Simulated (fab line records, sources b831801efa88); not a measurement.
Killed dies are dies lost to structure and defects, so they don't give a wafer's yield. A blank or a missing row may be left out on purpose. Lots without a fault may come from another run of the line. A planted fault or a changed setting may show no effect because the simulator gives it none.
Which tool did it? | flow gf180mcu | 14 lots, 42 wafers sampled, at 3 steps of a route of 602

WHAT THE GAUGES READ, wafer by wafer
GF_V5_THK_MEAS_03.
lot  | measured     | on            | V5_CVD_02_THK (nm)
L259 | day 26 02:46 | film_metro-02 | 1460 1504 1472
L260 | day 26 12:32 | film_metro-02 | 1439 1481 1483
L262 | day 27 08:06 | film_metro-01 | 1419 1411 1420
L264 | day 27 23:39 | film_metro-02 | 1425 1451 1452
L266 | day 28 14:06 | film_metro-02 | 1419 1448 1458
L268 | day 29 05:07 | film_metro-01 | 1466 1467 1471
L271 | day 30 01:46 | film_metro-01 | 1458 1484 1482
L273 | day 30 15:19 | film_metro-02 | 1446 1441 1451
L275 | day 31 05:35 | film_metro-04 | 1446 1432 1430
L276 | day 31 07:03 | film_metro-01 | 1458 1464 1494
L278 | day 31 20:03 | film_metro-01 | 1468 1472 1485
L279 | day 32 02:29 | film_metro-01 | 1443 1423 1421
L280 | day 32 05:04 | film_metro-02 | 1453 1407 1456
L281 | day 32 14:17 | film_metro-04 | 1469 1432 1459

GF_V5_THK_MEAS_25: measures by xrf.
lot  | measured     | on            | V5_W_THK (nm)
L259 | day 27 00:35 | film_metro-04 | 352 348 354
L260 | day 27 10:15 | film_metro-04 | 356 357 356
L262 | day 28 05:14 | film_metro-04 | 348 350 349
L264 | day 28 20:46 | film_metro-04 | 351 350 346
L266 | day 29 11:04 | film_metro-02 | 348 361 350
L268 | day 30 01:28 | film_metro-01 | 357 352 355
L271 | day 30 21:14 | film_metro-01 | 361 351 361
L273 | day 31 10:34 | film_metro-02 | 362 364 355
L275 | day 32 00:17 | film_metro-02 | 354 358 350
L276 | day 32 01:21 | film_metro-01 | 356 354 346
L278 | day 32 14:39 | film_metro-04 | 353 353 355
L279 | day 32 20:37 | film_metro-01 | 346 349 344
L280 | day 32 22:52 | film_metro-01 | 351 346 344
L281 | day 33 08:12 | film_metro-02 | 359 362 347

WHICH TOOL RAN EACH LOT (tool, then ch and the chambers of the sampled wafers, then the start)
lot  | GF_MVSD_DEVELOP_06
L259 | litho_track-02 ch 0, day 4 09:00
L260 | litho_track-04 ch 0, day 4 14:00
L262 | litho_track-03 ch 0, day 5 01:00
L264 | litho_track-03 ch 0, day 5 16:00
L266 | litho_track-04 ch 0, day 6 03:00
L268 | litho_track-03 ch 0, day 6 14:00
L271 | litho_track-02 ch 0, day 7 08:00
L273 | litho_track-04 ch 0, day 7 20:00
L275 | litho_track-04 ch 0, day 8 08:00
L276 | litho_track-04 ch 0, day 8 13:00
L278 | litho_track-03 ch 0, day 9 00:00
L279 | litho_track-02 ch 0, day 9 06:00
L280 | litho_track-03 ch 0, day 9 10:00
L281 | litho_track-02 ch 0, day 9 16:00
- GF_MVSD_DEVELOP_06: develop time 60 s.

WHAT THE TOOLS THEMSELVES READ (means of the sampled wafers that have a number; where no wafer has one, the mark that the record gives instead)
The record holds no such reading with a usual standard deviation.

THE ANSWER, worked out from the rows above alone
Rule: what is usual is taken from the lots themselves. Put in order of their means at a reading, lots are off if they are a third of the lots or fewer, leave a main group of 4 or more, and stand apart from it by a gap of 3 or more times the standard deviation of the main group's means; of several such gaps the widest counts. A main group whose means are all the same, to the digits that the tables above print for the reading, isn't used. A lot without any number at a reading at which 4 lots or more have one is off too. The other lots that the step has rows for count as sound. The gauges are gone through in route order, then the tools' own readings, and for those a lot's mean is taken as printed above. The first step at which some lot is off is used, and at that step the reading that is off furthest; a lot without a number counts as furthest.
No lot is off at any reading shown: from this, nothing can be told.

WHAT THE SIMULATOR HAD PUT IN
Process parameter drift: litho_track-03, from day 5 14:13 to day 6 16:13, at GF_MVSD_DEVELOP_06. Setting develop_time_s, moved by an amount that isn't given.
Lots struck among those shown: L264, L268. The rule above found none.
